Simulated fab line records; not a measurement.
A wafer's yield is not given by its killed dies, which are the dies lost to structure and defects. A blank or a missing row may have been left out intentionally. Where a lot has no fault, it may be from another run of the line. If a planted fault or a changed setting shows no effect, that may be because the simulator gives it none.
Matching of chambers    flow sky130    cmp-01 running SKY_LI_CONTACT_CMP_02: 4 sister chambers
The step polishes PSG. 16 wafers are shown with their chamber, then 8 later ones without.

== WAFERS PAIRED WITH THEIR CHAMBERS ==
wafer   chamber  motor_current_A (A)  time_to_endpoint_s (s)
L969.1  3        13.1                 35
L969.4  0        12.0                 35
L969.5  0        12.2                 39
L970.1  2        9.3                  34
L970.4  3        12.3                 35
L970.6  3        13.1                 36
L973.1  2        9.1                  34
L973.3  3        12.4                 34
L973.5  3        12.5                 34
L982.4  3        12.3                 38
L982.5  3        12.9                 38
L982.6  2        9.2                  36
L983.1  3        12.2                 35
L983.2  1        11.2                 43
L983.4  2        9.1                  34
L984.1  0        12.2                 43

SIGNATURES, as means of the wafers listed above
reading             chamber 0  chamber 1  chamber 2  chamber 3  scatter within a chamber
motor_current_A     12.133     11.200     9.175      12.600     0.294
time_to_endpoint_s  39.00      43.00      34.50      35.62      2.1
Rule: a wafer's distance from a chamber is the root of the sum, over the readings, of the square of ((its reading less the chamber's mean) divided by the reading's scatter). The wafer belongs to the nearest chamber; if the next one is less than 2 further off, it can't be placed. How the scatter is found: for the shown wafers, subtract from each reading the mean of its chamber, square and add these, divide the total by (wafers less chambers), then take the root.

== WAFERS MISSING THEIR CHAMBER ==
wafer   motor_current_A (A)  time_to_endpoint_s (s)
L984.4  13.1                 39
L984.6  13.4                 39
L986.2  9.4                  40
L986.3  12.3                 37
L986.4  12.9                 43
L987.3  11.0                 44
L987.4  8.7                  37
L987.5  11.1                 41

== THE CHAMBER EACH PASSED THROUGH ==
wafer   from the rows above      in truth
L984.4  can't be placed: 3 or 0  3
L984.6  can't be placed: 3 or 0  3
L986.2  2                        2
L986.3  can't be placed: 0 or 3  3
L986.4  can't be placed: 0 or 3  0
L987.3  1                        1
L987.4  2                        2
L987.5  1                        1
Correctly placed: 4 of 8. Cannot be placed on the basis of these rows: 4; the candidates contain the true chamber in 4. Placed wrongly: 0.
